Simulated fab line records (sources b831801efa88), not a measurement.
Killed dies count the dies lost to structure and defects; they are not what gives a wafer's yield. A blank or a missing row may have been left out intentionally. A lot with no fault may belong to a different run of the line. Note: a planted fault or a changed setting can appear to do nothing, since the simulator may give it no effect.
Which tool did it? ; flow sfq line ; 15 lots with 42 wafers sampled at 4 steps, on a route of 325 steps

== WHAT THE GAUGES SHOWED, per wafer ==
SFQ_M3_RS_MEAS_919: uses a four-point probe to measure. Usual: M3_NB_RS 0.883 ohm/sq, standard deviation 0.01.
lot;measured;on;M3_NB_RS (ohm/sq);flag
L279;day 23 08:58;film metro-03;0.867 0.875 0.885;
L280;day 23 13:46;film metro-03;0.875 0.876 0.878;
L281;day 23 22:03;film metro-02;0.883 0.888 0.873;
L282;day 24 01:40;film metro-01;0.884 0.864 0.896;
L284;day 24 09:15;film metro-03;0.889 1.079;OFF
L286;day 25 10:49;film metro-03;0.871 1.047;OFF
L287;day 25 22:52;film metro-02;1.049 0.885;OFF
L292;day 28 18:20;film metro-02;0.889 0.890 0.904;
L293;day 29 02:43;film metro-01;0.893 0.897 0.893;
L294;day 29 09:55;film metro-03;0.890 0.890 0.884;
L296;day 30 02:46;film metro-03;0.870 0.875 0.871;
L297;day 30 07:31;film metro-02;0.897 0.878 0.875;
L298;day 30 23:07;film metro-01;0.885 0.903 0.879;
L300;day 31 11:07;film metro-02;0.866 0.893 0.894;
L301;day 31 23:13;film metro-02;0.869 0.897 0.876;

== WHAT TOOL EACH LOT RAN ON (gives the tool, then ch and the chambers of the sampled wafers, and finally the start) ==
lot;SFQ_TRILAYER_M2_DEP_SPUTTER_055;SFQ_TRILAYER_I2_CMP_CMP_064;SFQ_TRILAYER_M3_DEP_SPUTTER_073
L279;pvd sputter-04, day 17 16:44;cmp-01 ch 1,2,3, day 20 11:48;pvd sputter-03, day 23 08:51
L280;pvd sputter-05, day 18 02:24;cmp-01 ch 0,3, day 20 17:18;pvd sputter-04, day 23 13:39
L281;pvd sputter-05, day 18 04:43;cmp-02 ch 0,1,3, day 20 22:36;pvd sputter-03, day 23 21:57
L282;pvd sputter-05, day 18 08:20;cmp-02 ch 0,2,3, day 21 04:36;pvd sputter-05, day 24 01:34
L284;pvd sputter-04, day 18 21:32;cmp-01 ch 1,3, day 21 15:26;pvd sputter-03, day 24 09:09
L286;pvd sputter-06, day 19 17:55;cmp-02 ch 0,2, day 22 14:50;pvd sputter-03, day 25 10:43
L287;pvd sputter-06, day 20 05:55;cmp-01 ch 0,3, day 23 02:44;pvd sputter-03, day 25 22:42
L292;pvd sputter-04, day 22 14:42;cmp-02 ch 1,3, day 25 08:34;pvd sputter-05, day 28 18:14
L293;pvd sputter-05, day 22 23:06;cmp-01 ch 1,2, day 25 17:14;pvd sputter-04, day 29 02:38
L294;pvd sputter-04, day 23 02:08;cmp-02 ch 1,2,3, day 26 00:04;pvd sputter-05, day 29 09:50
L296;pvd sputter-06, day 23 14:42;cmp-01 ch 0,2,3, day 26 17:59;pvd sputter-04, day 30 02:38
L297;pvd sputter-04, day 23 20:42;cmp-01 ch 0,1,3, day 26 19:59;pvd sputter-03, day 30 07:26
L298;pvd sputter-05, day 24 07:30;cmp-02 ch 1,2,3, day 27 13:29;pvd sputter-03, day 30 23:02
L300;pvd sputter-06, day 24 13:30;cmp-02 ch 0,1, day 27 21:29;pvd sputter-03, day 31 11:02
L301;pvd sputter-06, day 24 21:54;cmp-01 ch 0,3, day 28 08:29;pvd sputter-03, day 31 23:04
- SFQ_TRILAYER_M2_DEP_SPUTTER_055: material Nb, target thk 200 nm, time 133.3 s.
- SFQ_TRILAYER_I2_CMP_CMP_064: polishes SiO2.
- SFQ_TRILAYER_M3_DEP_SPUTTER_073: material Nb, target thk 200 nm, time 133.3 s.

== AS READ BY THE TOOLS THEMSELVES (means over the sampled wafers that have a number; for cases with no such wafer, the mark the record gives instead) ==
SFQ_TRILAYER_M2_DEP_SPUTTER_055. Usual: base pressure pa 1.33e-06 Pa, standard deviation 1.1e-07; chamber pressure pa 0.13331 Pa, standard deviation 0.00029; substrate temp c 20.00 C, standard deviation 0.1; throttle valve pct 30.0 %, standard deviation 1.
lot;tool;base pressure pa (Pa);chamber pressure pa (Pa);substrate temp c (C);throttle valve pct (%);flag
L279;pvd sputter-04;1.37e-06;0.13343;19.98;29.5;
L280;pvd sputter-05;1.37e-06;0.13342;20.03;28.8;
L281;pvd sputter-05;1.22e-06;0.13328;20.02;30.2;
L282;pvd sputter-05;1.39e-06;0.13319;20.04;29.7;
L284;pvd sputter-04;1.28e-06;0.13289;19.87;29.3;
L286;pvd sputter-06;1.26e-06;0.13312;20.00;29.4;
L287;pvd sputter-06;1.37e-06;0.13340;20.21;31.4;
L292;pvd sputter-04;1.30e-06;0.13353;20.15;30.2;
L293;pvd sputter-05;1.27e-06;0.13292;19.92;28.7;
L294;pvd sputter-04;1.31e-06;0.13362;19.95;30.2;
L296;pvd sputter-06;1.30e-06;0.13334;20.02;30.0;
L297;pvd sputter-04;1.36e-06;0.13338;19.97;29.4;
L298;pvd sputter-05;1.32e-06;0.13327;20.02;30.6;
L300;pvd sputter-06;1.25e-06;0.13349;20.05;29.9;
L301;pvd sputter-06;1.32e-06;0.13307;20.14;29.8;

SFQ_TRILAYER_I2_CMP_CMP_064. Usual: motor current A 9.7 A, standard deviation 0.7; time to endpoint s 214 s, standard deviation 8.9.
lot;tool;motor current A (A);time to endpoint s (s);flag
L279;cmp-01;9.8;216;
L280;cmp-01;9.5;212;
L281;cmp-02;9.6;213;
L282;cmp-02;10.4;223;
L284;cmp-01;9.6;204;
L286;cmp-02;9.9;208;
L287;cmp-01;9.4;206;
L292;cmp-02;10.1;208;
L293;cmp-01;9.7;214;
L294;cmp-02;10.2;214;
L296;cmp-01;9.6;220;
L297;cmp-01;9.3;211;
L298;cmp-02;10.1;215;
L300;cmp-02;9.1;215;
L301;cmp-01;9.6;209;

SFQ_TRILAYER_M3_DEP_SPUTTER_073. Usual: base pressure pa 1.33e-06 Pa, standard deviation 1e-07; chamber pressure pa 0.13332 Pa, standard deviation 0.00026; substrate temp c 19.99 C, standard deviation 0.098; throttle valve pct 29.9 %, standard deviation 0.84.
lot;tool;base pressure pa (Pa);chamber pressure pa (Pa);substrate temp c (C);throttle valve pct (%);flag
L279;pvd sputter-03;1.32e-06;0.13342;19.99;29.8;
L280;pvd sputter-04;1.31e-06;0.13344;19.97;29.9;
L281;pvd sputter-03;1.26e-06;0.13330;20.04;29.9;
L282;pvd sputter-05;1.30e-06;0.13353;20.03;30.1;
L284;pvd sputter-03;1.35e-06;0.13303;19.96;29.4;
L286;pvd sputter-03;1.28e-06;0.13307;19.95;30.1;
L287;pvd sputter-03;1.16e-06;0.13371;20.10;30.1;
L292;pvd sputter-05;1.28e-06;0.13359;19.98;29.5;
L293;pvd sputter-04;1.29e-06;0.13306;20.01;29.8;
L294;pvd sputter-05;1.29e-06;0.13330;20.00;30.3;
L296;pvd sputter-04;1.38e-06;0.13331;20.05;30.1;
L297;pvd sputter-03;1.34e-06;0.13327;19.97;29.7;
L298;pvd sputter-03;1.30e-06;0.13345;19.96;29.5;
L300;pvd sputter-03;1.37e-06;0.13330;19.92;29.3;
L301;pvd sputter-03;1.25e-06;0.13329;19.87;29.7;

== THE ANSWER, worked out from the rows above alone ==
Rule: lot off if the mean of its wafers having a number is beyond 3 standard deviations from the usual mean. A lot without any number at a reading at which 4 lots or more have one is off too. Any other lot the step has rows for is counted as sound. Order of review: gauges by route order, followed by the tools' own readings, for which a lot's mean as printed above is used. The first step at which some lot is off is used, and at that step the reading that is off furthest; a lot without a number counts as furthest.
Off: L284, L286, L287, seen at SFQ_M3_RS_MEAS_919 (M3_NB_RS).
If a tool, at a process step before that reading, ran all the lots that are off and no sound lot after the first of them, it fits. The gauges at SFQ_M3_RS_MEAS_919 are tried like those tools. Not one of the candidates tried fits.

== WHAT THE SIMULATOR HAD PUT IN ==
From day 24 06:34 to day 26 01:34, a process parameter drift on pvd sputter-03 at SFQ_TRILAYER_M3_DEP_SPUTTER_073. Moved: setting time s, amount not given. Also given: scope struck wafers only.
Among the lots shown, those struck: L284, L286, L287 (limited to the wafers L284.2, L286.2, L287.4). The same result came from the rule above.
